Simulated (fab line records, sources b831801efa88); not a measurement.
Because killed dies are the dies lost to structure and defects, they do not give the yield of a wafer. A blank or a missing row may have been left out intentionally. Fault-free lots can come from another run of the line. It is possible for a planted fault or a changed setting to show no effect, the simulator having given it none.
Which of the tools did it?	flow sky130	30 wafers from 10 lots sampled at 5 of the route's 708 steps

== WHAT THE GAUGES SHOWED, per wafer ==
SKY_CAP2M_THK_MEAS_01. Usual: CAP2M_CVD_00_THK typically reads 15.40 nm, with standard deviation 0.24.
lot	measured	on	CAP2M_CVD_00_THK (nm)	flag
L125	day 40 09:37	filmMetro-03	14.68 15.24 15.05	
L126	day 40 13:31	filmMetro-01	15.07 15.33 15.49	
L129	day 41 07:36	filmMetro-02	15.32 15.28 15.29	
L130	day 41 10:56	filmMetro-01	15.30 15.17 15.56	
L135	day 43 03:52	filmMetro-02	15.38 15.54 15.87	
L136	day 43 09:46	filmMetro-03	13.10 13.56 13.35	OFF
L137	day 43 14:13	filmMetro-01	13.59 13.58 13.82	OFF
L143	day 44 22:52	filmMetro-02	15.39 15.48 15.50	
L148	day 46 11:52	filmMetro-03	15.30 15.52 15.65	
L147	day 46 16:52	filmMetro-03	15.30 15.56 15.54	

SKY_CAP2M_THK_MEAS_04: measures by xrf. Usual: CAP2M_TIN_THK typically reads 202.5 nm, with standard deviation 2.3.
lot	measured	on	CAP2M_TIN_THK (nm)	flag
L125	day 40 09:55	filmMetro-03	200.7 203.4 202.3	
L126	day 40 13:49	filmMetro-01	201.2 199.0 199.4	
L129	day 41 07:53	filmMetro-03	204.7 203.3 201.6	
L130	day 41 11:14	filmMetro-02	200.2 201.8 200.3	
L135	day 43 04:10	filmMetro-03	204.6 202.2 204.0	
L136	day 43 10:04	filmMetro-01	201.8 202.5 199.6	
L137	day 43 14:31	filmMetro-02	198.4 198.7 198.9	
L143	day 44 23:09	filmMetro-01	199.9 201.3 202.3	
L148	day 46 12:11	filmMetro-02	201.2 202.6 200.5	
L147	day 46 17:10	filmMetro-03	199.9 202.0 202.4	

== EACH LOT AND THE TOOL THAT RAN IT (in order: tool; ch and the chambers of the sampled wafers; start) ==
lot	SKY_VIA3_SPUTTER_20	SKY_VIA3_CMP_24	SKY_CAP2M_CVD_00
L125	pvdSputter-01, day 40 08:47	cmp-02 ch 0,1, day 40 09:08	pecvd-02 ch 0,1,2, day 40 09:36
L126	pvdSputter-04, day 40 12:40	cmp-01 ch 1,2,3, day 40 13:05	pecvd-02 ch 0,2, day 40 13:29
L129	pvdSputter-02, day 41 06:45	cmp-02 ch 0,2,3, day 41 07:13	pecvd-02 ch 0,1,2, day 41 07:34
L130	pvdSputter-04, day 41 10:05	cmp-01 ch 1,3, day 41 10:27	pecvd-04 ch 0,2, day 41 10:55
L135	pvdSputter-01, day 43 03:01	cmp-01 ch 0,1,2, day 43 03:23	pecvd-01 ch 0,2, day 43 03:50
L136	pvdSputter-01, day 43 08:55	cmp-01 ch 0,3, day 43 09:16	pecvd-02 ch 0,1, day 43 09:44
L137	pvdSputter-01, day 43 13:23	cmp-01 ch 0,2,3, day 43 13:47	pecvd-02 ch 1,2, day 43 14:12
L143	pvdSputter-02, day 44 22:01	cmp-02 ch 0,1,2, day 44 22:29	pecvd-04 ch 0,1,2, day 44 22:50
L148	pvdSputter-02, day 46 11:01	cmp-02 ch 1,2, day 46 11:23	pecvd-01 ch 2, day 46 11:50
L147	pvdSputter-04, day 46 15:59	cmp-02 ch 0,1, day 46 16:25	pecvd-01 ch 1,2, day 46 16:49
- SKY_VIA3_SPUTTER_20: material TiN, target thk 20 nm, time 80 s.
- SKY_VIA3_CMP_24: polishes, stops on SiO2, t overpolish 20 s, target thk 0 nm.
- SKY_CAP2M_CVD_00: deposits SiO2, target thk 15.5 nm.

== AS READ BY THE TOOLS THEMSELVES (means over the sampled wafers that have a number; for cases with no such wafer, the mark the record gives instead) ==
SKY_VIA3_SPUTTER_20. Usual: cathodeDcPowerW 3999.9 W, standard deviation 0.74; throttleValvePct 30.0 %, standard deviation 0.99.
lot	tool	cathodeDcPowerW (W)	throttleValvePct (%)	flag
L125	pvdSputter-01	4000.3	30.2	
L126	pvdSputter-04	4000.4	30.8	
L129	pvdSputter-02	3999.3	30.7	
L130	pvdSputter-04	3999.6	30.5	
L135	pvdSputter-01	4000.6	30.3	
L136	pvdSputter-01	3999.6	29.6	
L137	pvdSputter-01	3999.4	29.5	
L143	pvdSputter-02	4000.1	30.1	
L148	pvdSputter-02	4000.7	29.9	
L147	pvdSputter-04	3999.8	30.2	

SKY_VIA3_CMP_24. Usual: motorCurrentA 11.2 A, standard deviation 1.3; overpolishRunS 19.999 s, standard deviation 0.0093; slurryFilterDpKPa 13.49 kPa, standard deviation 0.13; timeToEndpointS 95 s, standard deviation 4.7.
lot	tool	motorCurrentA (A)	overpolishRunS (s)	slurryFilterDpKPa (kPa)	timeToEndpointS (s)	flag
L125	cmp-02	11.4	20.000	13.53	102	
L126	cmp-01	11.8	20.000	13.56	90	
L129	cmp-02	10.2	20.003	13.52	92	
L130	cmp-01	11.0	20.001	13.43	96	
L135	cmp-01	12.3	19.990	13.46	93	
L136	cmp-01	11.6	19.997	13.56	98	
L137	cmp-01	12.6	20.002	13.48	91	
L143	cmp-02	10.8	20.001	13.42	94	
L148	cmp-02	10.4	20.000	13.40	98	
L147	cmp-02	11.5	20.006	13.45	103	

SKY_CAP2M_CVD_00. Usual: heaterPowerW 749 W, standard deviation 78.
lot	tool	heaterPowerW (W)	flag
L125	pecvd-02	781	
L126	pecvd-02	826	
L129	pecvd-02	747	
L130	pecvd-04	746	
L135	pecvd-01	681	
L136	pecvd-02	735	
L137	pecvd-02	787	
L143	pecvd-04	703	
L148	pecvd-01	792	
L147	pecvd-01	727	

== THE ANSWER, worked out from the rows above alone ==
Rule: lot off if the mean of its wafers having a number is beyond 3 standard deviations from the usual mean. A lot without any number at a reading at which 4 lots or more have one is off too. All remaining lots with rows at the step are treated as sound. Order of review: gauges by route order, followed by the tools' own readings, for which a lot's mean as printed above is used. At the first step where some lot is off, the reading lying furthest off is the one used; lots without a number count as furthest.
Off: L136, L137, at SKY_CAP2M_THK_MEAS_01 (CAP2M_CVD_00_THK).
A tool fits if, at a process step before that reading, it ran every lot that is off, and no sound lot after the first of them. The gauges at SKY_CAP2M_THK_MEAS_01 are tried like those tools. Can't be told from this: 3 tools fit, pvdSputter-01 at SKY_VIA3_SPUTTER_20, cmp-01 at SKY_VIA3_CMP_24, pecvd-02 at SKY_CAP2M_CVD_00.

== WHAT HAD BEEN PUT IN BY THE SIMULATOR ==
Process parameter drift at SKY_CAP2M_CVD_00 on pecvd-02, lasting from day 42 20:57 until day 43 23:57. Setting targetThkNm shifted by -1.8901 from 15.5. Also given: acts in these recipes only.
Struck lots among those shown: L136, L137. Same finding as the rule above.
